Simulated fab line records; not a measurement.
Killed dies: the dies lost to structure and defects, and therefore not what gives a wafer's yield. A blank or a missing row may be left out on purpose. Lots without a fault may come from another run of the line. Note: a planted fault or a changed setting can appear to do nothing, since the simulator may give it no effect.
The tool behind it: which one? -- flow gf180mcu -- 36 wafers from 12 lots sampled at 4 of the route's 602 steps

## WHAT EACH GAUGE READ, for each wafer
GF_V1_THK_MEAS_03.
lot,measured,on,V1_CVD_02_THK (nm)
L365,day 17 03:35,filmMetro-02,823 837 840
L366,day 17 12:52,filmMetro-01,841 835 847
L369,day 18 16:31,filmMetro-02,837 864 868
L370,day 19 00:26,filmMetro-01,867 851 873
L371,day 19 10:40,filmMetro-03,824 831 835
L372,day 19 20:16,filmMetro-03,827 833 850
L373,day 20 05:38,filmMetro-01,852 838 859
L374,day 20 17:07,filmMetro-01,827 844 854
L375,day 20 17:51,filmMetro-01,828 835 842
L382,day 23 11:53,filmMetro-01,798 832 837
L387,day 24 20:25,filmMetro-03,861 874 876
L388,day 25 06:22,filmMetro-01,851 868 861

## WHICH TOOL RAN EACH LOT (tool, then ch and the chambers of the sampled wafers, then the start)
lot,GF_CONTACT_SPUTTER_22,GF_M1_SPUTTER_01,GF_V1_CVD_02
L365,"pvdSputter-02, day 16 03:19","pvdSputter-01, day 16 04:13","pecvd-03 ch 0,1,2, day 17 03:30"
L366,"pvdSputter-01, day 16 12:20","pvdSputter-04, day 16 13:07","pecvd-03 ch 0,1,2, day 17 12:49"
L369,"pvdSputter-01, day 17 15:13","pvdSputter-02, day 17 16:00","pecvd-02 ch 0,1,2, day 18 16:26"
L370,"pvdSputter-03, day 17 23:37","pvdSputter-04, day 18 00:24","pecvd-02 ch 0,2, day 19 00:22"
L371,"pvdSputter-03, day 18 08:16","pvdSputter-02, day 18 09:03","pecvd-03 ch 0,1, day 19 10:34"
L372,"pvdSputter-03, day 18 17:22","pvdSputter-04, day 18 18:09","pecvd-03 ch 1,2, day 19 20:11"
L373,"pvdSputter-02, day 19 03:19","pvdSputter-04, day 19 04:05","pecvd-02 ch 0,2, day 20 05:33"
L374,"pvdSputter-03, day 19 15:12","pvdSputter-01, day 19 15:59","pecvd-01 ch 0,1, day 20 17:02"
L375,"pvdSputter-02, day 19 15:52","pvdSputter-04, day 19 16:39","pecvd-03 ch 0,1, day 20 17:47"
L382,"pvdSputter-03, day 22 11:46","pvdSputter-02, day 22 12:35","pecvd-03 ch 1,2, day 23 11:47"
L387,"pvdSputter-03, day 23 19:59","pvdSputter-04, day 23 20:52","pecvd-02 ch 0,1, day 24 20:19"
L388,"pvdSputter-02, day 24 06:34","pvdSputter-02, day 24 07:21","pecvd-02 ch 0,1, day 25 06:17"
- GF_CONTACT_SPUTTER_22: material Ti, target thk 15 nm, time 80.02 s.
- GF_M1_SPUTTER_01: material TiN, target thk 30 nm, time 25 s.
- GF_V1_CVD_02: deposits SiO2 from TEOS, target thk 850 nm, time 94.851 s.

## AS READ BY THE TOOLS THEMSELVES (means over the sampled wafers that have a number; for cases with no such wafer, the mark the record gives instead)
GF_CONTACT_SPUTTER_22.
lot,tool,throttleValvePct (%)
L365,pvdSputter-02,30.9
L366,pvdSputter-01,30.3
L369,pvdSputter-01,29.4
L370,pvdSputter-03,30.3
L371,pvdSputter-03,30.3
L372,pvdSputter-03,30.3
L373,pvdSputter-02,30.9
L374,pvdSputter-03,30.5
L375,pvdSputter-02,30.5
L382,pvdSputter-03,30.6
L387,pvdSputter-03,30.3
L388,pvdSputter-02,30.1

GF_M1_SPUTTER_01.
lot,tool,throttleValvePct (%)
L365,pvdSputter-01,29.2
L366,pvdSputter-04,30.6
L369,pvdSputter-02,30.2
L370,pvdSputter-04,30.9
L371,pvdSputter-02,29.7
L372,pvdSputter-04,30.8
L373,pvdSputter-04,30.9
L374,pvdSputter-01,30.2
L375,pvdSputter-04,30.3
L382,pvdSputter-02,30.9
L387,pvdSputter-04,30.7
L388,pvdSputter-02,29.7

GF_V1_CVD_02.
lot,tool,heaterPowerW (W)
L365,pecvd-03,602
L366,pecvd-03,571
L369,pecvd-02,566
L370,pecvd-02,605
L371,pecvd-03,578
L372,pecvd-03,633
L373,pecvd-02,606
L374,pecvd-01,703
L375,pecvd-03,628
L382,pecvd-03,646
L387,pecvd-02,535
L388,pecvd-02,593

## THE ANSWER, worked out from the rows above alone
Rule: what is usual is taken from the lots themselves. Put in order of their means at a reading, lots are off if they are a third of the lots or fewer, leave a main group of 4 or more, and stand apart from it by a gap of 3 or more times the standard deviation of the main group's means; of several such gaps the widest counts. The tables above print the reading to a certain number of digits; a main group whose means all agree to those digits is not used. Also off: a lot with no number at a reading for which 4 or more lots have one. Any other lot the step has rows for is counted as sound. Order of review: gauges by route order, followed by the tools' own readings, for which a lot's mean as printed above is used. At the first step where some lot is off, the reading lying furthest off is the one used; lots without a number count as furthest.
None of the lots is off at any reading shown; this tells nothing.

## WHAT THE SIMULATOR HAD PUT IN
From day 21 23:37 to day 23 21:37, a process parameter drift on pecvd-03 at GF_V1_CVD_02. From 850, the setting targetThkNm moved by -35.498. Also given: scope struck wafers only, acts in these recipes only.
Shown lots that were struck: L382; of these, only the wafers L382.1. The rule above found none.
